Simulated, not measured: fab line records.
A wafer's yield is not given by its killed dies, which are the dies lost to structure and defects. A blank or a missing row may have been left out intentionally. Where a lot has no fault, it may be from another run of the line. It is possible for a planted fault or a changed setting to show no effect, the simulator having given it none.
Lot-split experiment / flow gf180mcu / 5 lots, 27 wafers read, on a route of 602 steps

== THE SPLIT ITSELF ==
At GF_M4_SPUTTER_03 (material Ti, target thk 10 nm, time 6.7 s), the setting time s was moved away from the recipe's 6.7 s on 9 of the 27 wafers read, by -16.4% to +52.1%. The other wafers ran this setting at the recipe's value.

Reading taken at the split's own step.

== THE READING ==
Ti_of_M4_SPUTTER_03.thk nm (the simulator's own value, which no gauge read), in nm, at GF_M4_SPUTTER_03 (material Ti, target thk 10 nm, time 6.7 s). No usual value for it is given in the file. Here, 18 wafers ran the recipe; their average is 10.034 nm with a standard deviation of 0.1 nm.

wafer=L074.1; tool, chamber at the split=pvd sputter-03, -; time s as run, s=6.7; against the recipe=recipe; Ti_of_M4_SPUTTER_03.thk nm, nm=9.962; against lot-mates on the recipe=-
wafer=L074.2; tool, chamber at the split=pvd sputter-03, -; time s as run, s=6.7; against the recipe=recipe; Ti_of_M4_SPUTTER_03.thk nm, nm=9.961; against lot-mates on the recipe=-
wafer=L074.3; tool, chamber at the split=pvd sputter-03, -; time s as run, s=8.037; against the recipe=+20.0%; Ti_of_M4_SPUTTER_03.thk nm, nm=11.94; against lot-mates on the recipe=+1.972
wafer=L074.4; tool, chamber at the split=pvd sputter-03, -; time s as run, s=8.037; against the recipe=+20.0%; Ti_of_M4_SPUTTER_03.thk nm, nm=11.96; against lot-mates on the recipe=+1.992
wafer=L074.5; tool, chamber at the split=pvd sputter-03, -; time s as run, s=8.037; against the recipe=+20.0%; Ti_of_M4_SPUTTER_03.thk nm, nm=12.09; against lot-mates on the recipe=+2.122
wafer=L074.6; tool, chamber at the split=pvd sputter-03, -; time s as run, s=6.7; against the recipe=recipe; Ti_of_M4_SPUTTER_03.thk nm, nm=9.981; against lot-mates on the recipe=-
wafer=L077.1; tool, chamber at the split=pvd sputter-03, -; time s as run, s=6.7; against the recipe=recipe; Ti_of_M4_SPUTTER_03.thk nm, nm=10.19; against lot-mates on the recipe=-
wafer=L077.2; tool, chamber at the split=pvd sputter-03, -; time s as run, s=10.19; against the recipe=+52.1%; Ti_of_M4_SPUTTER_03.thk nm, nm=15.31; against lot-mates on the recipe=+5.117
wafer=L077.3; tool, chamber at the split=pvd sputter-03, -; time s as run, s=6.7; against the recipe=recipe; Ti_of_M4_SPUTTER_03.thk nm, nm=10.18; against lot-mates on the recipe=-
wafer=L077.4; tool, chamber at the split=pvd sputter-03, -; time s as run, s=10.19; against the recipe=+52.1%; Ti_of_M4_SPUTTER_03.thk nm, nm=15.26; against lot-mates on the recipe=+5.067
wafer=L077.5; tool, chamber at the split=pvd sputter-03, -; time s as run, s=6.7; against the recipe=recipe; Ti_of_M4_SPUTTER_03.thk nm, nm=10.21; against lot-mates on the recipe=-
wafer=L077.6; tool, chamber at the split=pvd sputter-03, -; time s as run, s=10.19; against the recipe=+52.1%; Ti_of_M4_SPUTTER_03.thk nm, nm=15.36; against lot-mates on the recipe=+5.167
wafer=L080.1; tool, chamber at the split=pvd sputter-01, -; time s as run, s=6.7; against the recipe=recipe; Ti_of_M4_SPUTTER_03.thk nm, nm=9.893; against lot-mates on the recipe=-
wafer=L080.2; tool, chamber at the split=pvd sputter-01, -; time s as run, s=6.7; against the recipe=recipe; Ti_of_M4_SPUTTER_03.thk nm, nm=9.962; against lot-mates on the recipe=-
wafer=L080.3; tool, chamber at the split=pvd sputter-01, -; time s as run, s=5.601; against the recipe=-16.4%; Ti_of_M4_SPUTTER_03.thk nm, nm=8.575; against lot-mates on the recipe=-1.420
wafer=L080.4; tool, chamber at the split=pvd sputter-01, -; time s as run, s=5.601; against the recipe=-16.4%; Ti_of_M4_SPUTTER_03.thk nm, nm=8.42; against lot-mates on the recipe=-1.575
wafer=L080.5; tool, chamber at the split=pvd sputter-01, -; time s as run, s=6.7; against the recipe=recipe; Ti_of_M4_SPUTTER_03.thk nm, nm=10.13; against lot-mates on the recipe=-
wafer=L080.6; tool, chamber at the split=pvd sputter-01, -; time s as run, s=5.601; against the recipe=-16.4%; Ti_of_M4_SPUTTER_03.thk nm, nm=8.456; against lot-mates on the recipe=-1.539
wafer=L082.1; tool, chamber at the split=pvd sputter-01, -; time s as run, s=6.7; against the recipe=recipe; Ti_of_M4_SPUTTER_03.thk nm, nm=9.991; against lot-mates on the recipe=-
wafer=L082.2; tool, chamber at the split=pvd sputter-01, -; time s as run, s=6.7; against the recipe=recipe; Ti_of_M4_SPUTTER_03.thk nm, nm=9.98; against lot-mates on the recipe=-
wafer=L082.3; tool, chamber at the split=pvd sputter-01, -; time s as run, s=6.7; against the recipe=recipe; Ti_of_M4_SPUTTER_03.thk nm, nm=10.14; against lot-mates on the recipe=-
wafer=L082.4; tool, chamber at the split=pvd sputter-01, -; time s as run, s=6.7; against the recipe=recipe; Ti_of_M4_SPUTTER_03.thk nm, nm=10.09; against lot-mates on the recipe=-
wafer=L082.5; tool, chamber at the split=pvd sputter-01, -; time s as run, s=6.7; against the recipe=recipe; Ti_of_M4_SPUTTER_03.thk nm, nm=9.831; against lot-mates on the recipe=-
wafer=L082.6; tool, chamber at the split=pvd sputter-01, -; time s as run, s=6.7; against the recipe=recipe; Ti_of_M4_SPUTTER_03.thk nm, nm=10.01; against lot-mates on the recipe=-
wafer=L083.2; tool, chamber at the split=pvd sputter-04, -; time s as run, s=6.7; against the recipe=recipe; Ti_of_M4_SPUTTER_03.thk nm, nm=9.972; against lot-mates on the recipe=-
wafer=L083.3; tool, chamber at the split=pvd sputter-04, -; time s as run, s=6.7; against the recipe=recipe; Ti_of_M4_SPUTTER_03.thk nm, nm=10.06; against lot-mates on the recipe=-
wafer=L083.4; tool, chamber at the split=pvd sputter-04, -; time s as run, s=6.7; against the recipe=recipe; Ti_of_M4_SPUTTER_03.thk nm, nm=10.06; against lot-mates on the recipe=-

FIT RESULTS
A straight line over all 27 wafers: Ti_of_M4_SPUTTER_03.thk nm changes by +0.1 nm for each +1% of time s; r = +1.00; the points scatter about the line by 0.1 nm.
The same after taking each lot's own level away (the mean of its wafers on the recipe; 27 wafers): +0.0978 nm for each +1%; r = +1.00; scatter 0.079 nm.
That fit puts the effect of the largest move of time s on the reading at 5.1 nm.
From 9.9680 to 10.1933 nm: that is the span of the lots' own levels, equal to 2.2 times the standard deviation above.
The two slopes are in agreement: the lot-to-lot level therefore moves the slope only a little.
Check: +5.12 nm against its lot-mates is what the line predicts for one of the wafers moved furthest among these (+52.1%) when that wafer is left out of the fit. Against them it came out at +5.12 nm.

== OTHER SPLITS ON THESE WAFERS ==
These wafers also went through other splits before the reading. Each is held against what the fit with the lots' levels taken away leaves over:
other split on the same wafers=GF_STI_OXIDATION_01 ox time s; wafers away from the commonest value=18; r with Ti_of_M4_SPUTTER_03.thk nm (lot level and that fit taken away)=-0.07
other split on the same wafers=GF_SAB_DEVELOP_08 develop time s; wafers away from the commonest value=9; r with Ti_of_M4_SPUTTER_03.thk nm (lot level and that fit taken away)=-0.17
other split on the same wafers=GF_M3_SPUTTER_04 time s; wafers away from the commonest value=9; r with Ti_of_M4_SPUTTER_03.thk nm (lot level and that fit taken away)=-0.05

== FILE'S OWN FIT ==
Ti_of_M4_SPUTTER_03.thk nm changes by +0.0982 nm for each +1% of time s, r = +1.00.
